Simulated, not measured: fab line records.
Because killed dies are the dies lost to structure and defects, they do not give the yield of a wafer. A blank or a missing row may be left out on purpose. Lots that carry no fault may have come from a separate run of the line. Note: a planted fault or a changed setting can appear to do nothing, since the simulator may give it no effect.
Which tool was responsible? / flow gf180mcu / Sampling: 15 lots, 45 wafers, 2 of 602 route steps

## WHAT THE GAUGES SHOWED, per wafer
GF_V5_OVL_MEAS_15. Usual: V5_OVL 4 nm, standard deviation 5.
lot=L732; measured=day 27 03:28; on=overlay-01; V5_OVL (nm)=11 8 6; flag=
lot=L734; measured=day 28 02:03; on=overlay-01; V5_OVL (nm)=7 6 8; flag=
lot=L737; measured=day 29 02:33; on=overlay-02; V5_OVL (nm)=5 10 7; flag=
lot=L738; measured=day 29 11:13; on=overlay-02; V5_OVL (nm)=5 4 5; flag=
lot=L739; measured=day 29 14:28; on=overlay-01; V5_OVL (nm)=-3 -2 4; flag=
lot=L741; measured=day 30 05:41; on=overlay-01; V5_OVL (nm)=9 10 4; flag=
lot=L744; measured=day 31 02:55; on=overlay-02; V5_OVL (nm)=-1 -1 -8; flag=
lot=L747; measured=day 31 17:31; on=overlay-02; V5_OVL (nm)=7 5 -1; flag=
lot=L749; measured=day 32 04:44; on=overlay-02; V5_OVL (nm)=5 9 5; flag=
lot=L751; measured=day 32 16:28; on=overlay-01; V5_OVL (nm)=-1 1 -4; flag=
lot=L750; measured=day 32 21:17; on=overlay-02; V5_OVL (nm)=7 6 4; flag=
lot=L752; measured=day 33 00:31; on=overlay-02; V5_OVL (nm)=7 4 9; flag=
lot=L753; measured=day 33 03:58; on=overlay-02; V5_OVL (nm)=0 8 3; flag=
lot=L754; measured=day 33 04:58; on=overlay-02; V5_OVL (nm)=7 5 9; flag=
lot=L755; measured=day 33 14:19; on=overlay-01; V5_OVL (nm)=-5 7 -4; flag=

## WHAT TOOL EACH LOT RAN ON (gives the tool, then ch and the chambers of the sampled wafers, and finally the start)
lot=L732; GF_M5_METAL_ETCH_10=rie_metal-04 ch 0,1, day 26 05:16
lot=L734; GF_M5_METAL_ETCH_10=rie_metal-04 ch 1, day 27 04:50
lot=L737; GF_M5_METAL_ETCH_10=rie_metal-02 ch 0, day 28 05:55
lot=L738; GF_M5_METAL_ETCH_10=rie_metal-04 ch 0,1, day 28 14:02
lot=L739; GF_M5_METAL_ETCH_10=rie_metal-02 ch 0, day 28 18:02
lot=L741; GF_M5_METAL_ETCH_10=rie_metal-01 ch 0, day 29 09:12
lot=L744; GF_M5_METAL_ETCH_10=rie_metal-02 ch 0, day 30 07:02
lot=L747; GF_M5_METAL_ETCH_10=rie_metal-02 ch 0,1, day 30 21:52
lot=L749; GF_M5_METAL_ETCH_10=rie_metal-04 ch 0,1, day 31 09:55
lot=L751; GF_M5_METAL_ETCH_10=rie_metal-01 ch 1, day 31 22:05
lot=L750; GF_M5_METAL_ETCH_10=rie_metal-01 ch 0,1, day 32 04:05
lot=L752; GF_M5_METAL_ETCH_10=rie_metal-04 ch 0,1, day 32 07:28
lot=L753; GF_M5_METAL_ETCH_10=rie_metal-02 ch 1, day 32 09:52
lot=L754; GF_M5_METAL_ETCH_10=rie_metal-01 ch 0,1, day 32 11:13
lot=L755; GF_M5_METAL_ETCH_10=rie_metal-02 ch 1, day 32 21:42
- GF_M5_METAL_ETCH_10: etches the open film in Cl2/BCl3, stops on SiO2, target depth 627.5 nm, time 104.6 s.

## AS READ BY THE TOOLS THEMSELVES (means over the sampled wafers that have a number; for cases with no such wafer, the mark the record gives instead)
GF_M5_METAL_ETCH_10. Usual: drypump_motor_current_A 5.6 A, standard deviation 0.37; he_backside_leak_sccm 3.21 sccm, standard deviation 0.3; oes_product_au 0.969 a.u., standard deviation 0.0064; throttle_valve_pct 28.255 %, standard deviation 0.0099.
lot=L732; tool=rie_metal-04; drypump_motor_current_A (A)=5.7; he_backside_leak_sccm (sccm)=3.05; oes_product_au (a.u.)=0.968; throttle_valve_pct (%)=28.252; flag=
lot=L734; tool=rie_metal-04; drypump_motor_current_A (A)=6.1; he_backside_leak_sccm (sccm)=3.34; oes_product_au (a.u.)=0.958; throttle_valve_pct (%)=28.260; flag=
lot=L737; tool=rie_metal-02; drypump_motor_current_A (A)=5.3; he_backside_leak_sccm (sccm)=3.10; oes_product_au (a.u.)=0.961; throttle_valve_pct (%)=28.253; flag=
lot=L738; tool=rie_metal-04; drypump_motor_current_A (A)=5.9; he_backside_leak_sccm (sccm)=3.06; oes_product_au (a.u.)=0.970; throttle_valve_pct (%)=28.252; flag=
lot=L739; tool=rie_metal-02; drypump_motor_current_A (A)=5.3; he_backside_leak_sccm (sccm)=3.07; oes_product_au (a.u.)=0.969; throttle_valve_pct (%)=28.245; flag=
lot=L741; tool=rie_metal-01; drypump_motor_current_A (A)=5.6; he_backside_leak_sccm (sccm)=3.98; oes_product_au (a.u.)=0.969; throttle_valve_pct (%)=28.259; flag=
lot=L744; tool=rie_metal-02; drypump_motor_current_A (A)=5.3; he_backside_leak_sccm (sccm)=3.11; oes_product_au (a.u.)=0.973; throttle_valve_pct (%)=28.243; flag=
lot=L747; tool=rie_metal-02; drypump_motor_current_A (A)=5.6; he_backside_leak_sccm (sccm)=3.24; oes_product_au (a.u.)=0.966; throttle_valve_pct (%)=28.253; flag=
lot=L749; tool=rie_metal-04; drypump_motor_current_A (A)=5.7; he_backside_leak_sccm (sccm)=3.14; oes_product_au (a.u.)=0.972; throttle_valve_pct (%)=28.260; flag=
lot=L751; tool=rie_metal-01; drypump_motor_current_A (A)=5.0; he_backside_leak_sccm (sccm)=3.55; oes_product_au (a.u.)=0.971; throttle_valve_pct (%)=28.253; flag=
lot=L750; tool=rie_metal-01; drypump_motor_current_A (A)=5.4; he_backside_leak_sccm (sccm)=3.20; oes_product_au (a.u.)=0.964; throttle_valve_pct (%)=28.257; flag=
lot=L752; tool=rie_metal-04; drypump_motor_current_A (A)=5.7; he_backside_leak_sccm (sccm)=3.01; oes_product_au (a.u.)=0.970; throttle_valve_pct (%)=28.263; flag=
lot=L753; tool=rie_metal-02; drypump_motor_current_A (A)=6.1; he_backside_leak_sccm (sccm)=3.32; oes_product_au (a.u.)=0.972; throttle_valve_pct (%)=28.254; flag=
lot=L754; tool=rie_metal-01; drypump_motor_current_A (A)=5.4; he_backside_leak_sccm (sccm)=3.18; oes_product_au (a.u.)=0.967; throttle_valve_pct (%)=28.256; flag=
lot=L755; tool=rie_metal-02; drypump_motor_current_A (A)=6.1; he_backside_leak_sccm (sccm)=3.33; oes_product_au (a.u.)=0.974; throttle_valve_pct (%)=28.261; flag=

## THE ANSWER, worked out from the rows above alone
Rule: a lot is off if the mean of its wafers that have a number lies more than 3 standard deviations from the usual mean. A lot without any number at a reading at which 4 lots or more have one is off too. The other lots that the step has rows for count as sound. First the gauges in route order, then the tools' own readings, where a lot's mean is used as printed above. At the first step where some lot is off, the reading lying furthest off is the one used; lots without a number count as furthest.
Across all readings shown, no lot is off: no conclusion can be drawn from this.

## WHAT HAD BEEN PUT IN BY THE SIMULATOR
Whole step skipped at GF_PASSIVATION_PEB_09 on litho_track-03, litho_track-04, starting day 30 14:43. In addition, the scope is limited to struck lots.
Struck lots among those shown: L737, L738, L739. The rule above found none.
